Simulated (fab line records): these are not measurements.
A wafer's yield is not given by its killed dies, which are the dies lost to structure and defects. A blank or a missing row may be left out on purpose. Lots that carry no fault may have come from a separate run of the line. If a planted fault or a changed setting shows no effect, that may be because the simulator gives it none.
fab line records	flow sky130	part 2 of 2: steps 23 to 32 of 32
record: lots: 5	wafers: 15	last-day: 48
route steps=708 shown SD_P@321 RES_XHIGH@332 SD_N@342
lots untouched by any fault: they come from a run of this same line in which no faults occurred
start-h: start of the lot's first displayed wafer, in hours after the record's first day	wait-h: hours from the lot's prior step to this one	" same as the row above	L1.1+2: a single row standing in for several wafers	- no value present, or no start provided	* or withheld: withheld	< > ~ a bound
route shown NAME@n: NAME is a module with steps in the file, n the number in the route of the first one	usual: average and standard deviation across the fault-free wafers	same: alike in all rows	chamber/n: place in a boat	sites: each site's reading	_std_site: their standard deviation	_edge_site: mean of outer sites minus mean of inner sites	radius-mm: how far each site lies from the wafer's centre	mask NAME#n: copy n	behind: tool/chamber where the wafer was last shaped	hold: cause of the lot's hold/its duration in hours/its outcome	device: names the non-switching transistor (n, p or np)	end of line: tests run on the same wafers once the route is complete	where a step has no rows: the recipe by itself	killed: the dies lost at the first sort to structure and to defects; this is not the yield of the wafer	map: shows each die of a wafer: x if killed, . if not, _ if none is there
set.NAME: the setting the step ran with; set.NAME@STEP: the setting that earlier step ran with	model.NAME: the simulator's own value behind a step, which no gauge read
lots at some steps of the route; a table a step, a row a wafer
services: from which hour (start-h, from the record's first day; less than 0 if before it) a tool's chamber was out of use, for how many hours, and why
== steps ==
step: SKY_SD_N_HMDS_01
recipe: prime-time-s: 60	prime-temp-c: 120
usual: chill-plate-temp-C: 23.00/0.1	exhaust-pa: 45.0/0.89	resist-line-temp-C: 23.00/0.095
lot.wafer	tool	chamber	start-h	wait-h	chill-plate-temp-C	exhaust-pa	resist-line-temp-C
L075.2	litho-track-02	0	638.96	0.1	23.21	45.3	22.93
L075.3	"	0	"	"	23.01	44.7	22.92
L075.4	"	0	"	"	23.11	43.8	22.94
L076.2	litho-track-01	0	653.00	0.1	23.07	44.0	23.11
L076.4	"	0	"	"	23.00	45.9	23.07
L076.6	"	0	"	"	22.87	45.5	22.95
L077.1	litho-track-01	0	657.88	0.1	22.93	44.5	22.98
L077.3	"	0	"	"	23.06	44.5	23.12
L077.6	"	0	"	"	23.03	45.0	22.94
L078.2	litho-track-03	0	663.96	0.1	22.87	44.5	22.95
L078.5	"	0	"	"	22.99	46.8	22.89
L078.6	"	0	"	"	22.98	44.6	23.03
L089.3	litho-track-03	0	750.89	0.1	22.90	45.4	22.93
L089.4	"	0	"	"	22.96	44.9	23.05
L089.6	"	0	"	"	23.07	45.4	23.00
step: SKY_SD_N_COAT_02
recipe: resist: NOVOLAK	spin-rpm: 3000	resist-thk-nm: 1140
usual: chill-plate-temp-C: 23.02/0.086	exhaust-pa: 44.8/0.89	resist-line-temp-C: 22.99/0.092
lot.wafer	tool	chamber	start-h	wait-h	chill-plate-temp-C	exhaust-pa	resist-line-temp-C
L075.2	litho-track-02	0	639.11	0.1	22.96	44.3	22.86
L075.3	"	0	"	"	22.97	44.9	22.90
L075.4	"	0	"	"	22.91	45.5	22.96
L076.2	litho-track-01	0	653.15	0.1	23.13	46.0	23.09
L076.4	"	0	"	"	23.13	45.1	23.07
L076.6	"	0	"	"	23.09	45.1	23.21
L077.1	litho-track-01	0	658.03	0.1	22.95	45.6	23.01
L077.3	"	0	"	"	23.09	44.0	23.03
L077.6	"	0	"	"	22.97	44.6	23.09
L078.2	litho-track-03	0	664.11	0.1	23.03	43.2	23.04
L078.5	"	0	"	"	22.98	45.6	23.15
L078.6	"	0	"	"	22.95	44.9	22.99
L089.3	litho-track-03	0	751.04	0.1	23.10	45.1	23.10
L089.4	"	0	"	"	23.10	45.7	23.05
L089.6	"	0	"	"	22.99	45.4	23.12
step: SKY_SD_N_SOFTBAKE_03
recipe: temp-c: 90.68	time-s: 60	resist: NOVOLAK
usual: chill-plate-temp-C: 22.98/0.11	exhaust-pa: 45.0/0.86	resist-line-temp-C: 23.00/0.11
lot.wafer	tool	chamber	start-h	wait-h	chill-plate-temp-C	exhaust-pa	resist-line-temp-C
L075.2	litho-track-02	0	639.26	0.1	23.02	44.9	23.06
L075.3	"	0	"	"	22.94	45.1	22.98
L075.4	"	0	"	"	22.75	43.1	23.08
L076.2	litho-track-01	0	653.30	0.1	22.87	44.7	23.13
L076.4	"	0	"	"	22.96	45.3	22.99
L076.6	"	0	"	"	23.01	44.7	22.98
L077.1	litho-track-01	0	658.18	0.1	22.96	44.4	23.07
L077.3	"	0	"	"	22.96	43.9	23.09
L077.6	"	0	"	"	22.81	43.6	23.03
L078.2	litho-track-03	0	664.26	0.1	22.93	44.7	22.98
L078.5	"	0	"	"	23.05	44.3	22.98
L078.6	"	0	"	"	23.09	46.1	23.06
L089.3	litho-track-03	0	751.19	0.1	23.05	45.7	22.93
L089.4	"	0	"	"	22.80	45.8	22.95
L089.6	"	0	"	"	22.90	44.6	23.14
step: SKY_SD_N_EXPOSE_04
recipe: mask-id: NSDM	na: 0.6	source-shape: conventional	sigma-outer: 0.6	polarization: unpolarized	target-cd-nm: 380	dose-mj: 141
lot.wafer	tool	chamber	start-h	wait-h	mask
L075.2+3+4	iline-stepper-02	0	-	-	NSDM#0
L076.2+4+6	iline-stepper-01	0	-	-	NSDM#0
L077.1+3+6	iline-stepper-01	0	-	-	NSDM#0
L078.2+5+6	iline-stepper-01	0	-	-	NSDM#0
L089.3+4+6	iline-stepper-02	0	-	-	NSDM#0
step: SKY_SD_N_PEB_05
recipe: temp-c: withheld	time-s: *	resist: NOVOLAK
usual: chill-plate-temp-C: *	exhaust-pa: 45.2/0.89	resist-line-temp-C: *
lot.wafer	tool	chamber	start-h	wait-h	chill-plate-temp-C	exhaust-pa	resist-line-temp-C
L075.2	litho-track-03	0	-	-	*	44.6	*
L075.3	"	0	"	"	*	45.4	*
L075.4	"	0	"	"	*	44.1	*
L076.2	litho-track-01	0	-	-	*	45.0	*
L076.4	"	0	"	"	*	44.0	*
L076.6	"	0	"	"	*	45.6	*
L077.1	litho-track-03	0	-	-	*	44.9	*
L077.3	"	0	"	"	*	44.9	*
L077.6	"	0	"	"	*	46.6	*
L078.2	litho-track-01	0	-	-	*	47.2	*
L078.5	"	0	"	"	*	44.6	*
L078.6	"	0	"	"	*	45.2	*
L089.3	litho-track-01	0	-	-	*	43.1	*
L089.4	"	0	"	"	*	44.8	*
L089.6	"	0	"	"	*	44.4	*
step: SKY_SD_N_DEVELOP_06
recipe: resist: NOVOLAK	developer: TMAH	develop-time-s: 60	dev-temp-c: 23
usual: chill-plate-temp-C: 23.02/0.11	exhaust-pa: 45.3/0.85	resist-line-temp-C: 23.00/0.11
lot.wafer	tool	chamber	start-h	wait-h	chill-plate-temp-C	exhaust-pa	resist-line-temp-C
L075.2	litho-track-03	0	653.16	0.1	23.15	46.5	22.95
L075.3	"	0	"	"	22.92	46.4	23.04
L075.4	"	0	"	"	23.04	44.7	23.06
L076.2	litho-track-01	0	666.80	0.1	22.90	44.1	23.07
L076.4	"	0	"	"	23.09	43.7	22.98
L076.6	"	0	"	"	22.93	44.9	22.94
L077.1	litho-track-03	0	672.74	0.1	22.98	46.1	22.97
L077.3	"	0	"	"	22.94	45.1	22.95
L077.6	"	0	"	"	23.02	46.4	22.99
L078.2	litho-track-01	0	679.55	0.1	22.88	45.7	23.11
L078.5	"	0	"	"	22.96	46.9	23.20
L078.6	"	0	"	"	22.91	45.7	23.07
L089.3	litho-track-01	0	765.13	0.1	22.93	45.8	23.07
L089.4	"	0	"	"	23.20	44.9	22.97
L089.6	"	0	"	"	23.07	45.2	22.91
step: SKY_SD_N_CD_MEAS_07
recipe: target-cd-nm: 380
usual: cd-nm: 380.0/2.8
lot.wafer	tool	chamber	start-h	wait-h	cd-nm
L075.2	cd-sem-02	-	653.31	0.1	380.5
L075.3	"	-	"	"	381.3
L075.4	"	-	"	"	380.8
L076.2	cd-sem-01	-	666.95	0.1	381.4
L076.4	"	-	"	"	380.5
L076.6	"	-	"	"	380.1
L077.1	cd-sem-01	-	672.89	0.1	380.4
L077.3	"	-	"	"	381.0
L077.6	"	-	"	"	382.9
L078.2	cd-sem-01	-	679.70	0.1	377.9
L078.5	"	-	"	"	379.5
L078.6	"	-	"	"	378.6
L089.3	cd-sem-01	-	765.27	0.1	377.1
L089.4	"	-	"	"	378.5
L089.6	"	-	"	"	378.5
step: SKY_SD_N_OVL_MEAS_08
usual: SD_N_OVL: -0.8/1.8
lot.wafer	tool	chamber	start-h	wait-h	SD_N_OVL[nm]
L075.2	overlay-01	-	653.41	0.1	-0.6
L075.3	"	-	"	"	-0.3
L075.4	"	-	"	"	-0.9
L076.2	overlay-02	-	667.06	0.1	-3.7
L076.4	"	-	"	"	-4.0
L076.6	"	-	"	"	-3.5
L077.1	overlay-02	-	673.01	0.1	-1.2
L077.3	"	-	"	"	0.2
L077.6	"	-	"	"	-0.2
L078.2	overlay-02	-	679.81	0.1	-1.3
L078.5	"	-	"	"	-2.1
L078.6	"	-	"	"	-3.4
L089.3	overlay-01	-	765.36	0.1	2.7
L089.4	"	-	"	"	0.0
L089.6	"	-	"	"	-0.3
step: SKY_SD_N_IMPLANT_09
recipe: species: As	energy-kev: 50	dose-cm2: 4e+15	tilt-deg: 0
lot.wafer	tool	chamber	start-h	wait-h
L075.2+3+4	implanter-02	0	653.47	0.0
L076.2+4+6	implanter-02	0	667.11	0.0
L077.1+3+6	implanter-04	0	673.04	0.0
L078.2+5+6	implanter-04	0	679.86	0.0
L089.3+4+6	implanter-01	0	765.44	0.1
step: SKY_SD_N_IMPLANT_10
recipe: species: P	energy-kev: 20	dose-cm2: 1e+14	tilt-deg: 0
lot.wafer	tool	chamber	start-h	wait-h
L075.2+3+4	implanter-02	0	653.62	0.1
L076.2+4+6	implanter-02	0	667.26	0.1
L077.1+3+6	implanter-04	0	673.19	0.1
L078.2+5+6	implanter-04	0	680.01	0.1
L089.3+4+6	implanter-01	0	765.59	0.1
== services ==
tool	chamber	start-h	hours	kind
litho-track-03	-	557.76	-	consumable-replace:filter
iline-stepper-01	-	560.60	1.7	pm
implanter-01	-	575.18	4.4	pm
iline-stepper-02	-	578.28	1.7	pm
implanter-04	-	581.33	2.2	repair
implanter-04	-	588.57	2.2	repair
implanter-02	-	601.28	3.4	repair
implanter-04	-	606.33	5.2	pm
iline-stepper-01	-	617.97	6.8	repair
iline-stepper-01	0	622.13	-	calibration
implanter-01	-	633.74	3.3	repair
implanter-03	-	634.05	0.8	repair
iline-stepper-02	0	636.02	-	calibration
iline-stepper-01	-	704.53	7.2	repair
iline-stepper-02	-	705.07	0.8	repair
implanter-03	-	706.24	2.5	repair
plasma-asher-04	-	730.81	11.1	repair
plasma-asher-01	-	741.95	15.6	pm
plasma-asher-03	-	744.24	3.9	repair
plasma-asher-03	-	749.64	1.1	repair
iline-stepper-01	-	750.10	8.9	pm
iline-stepper-01	-	765.53	1.7	pm
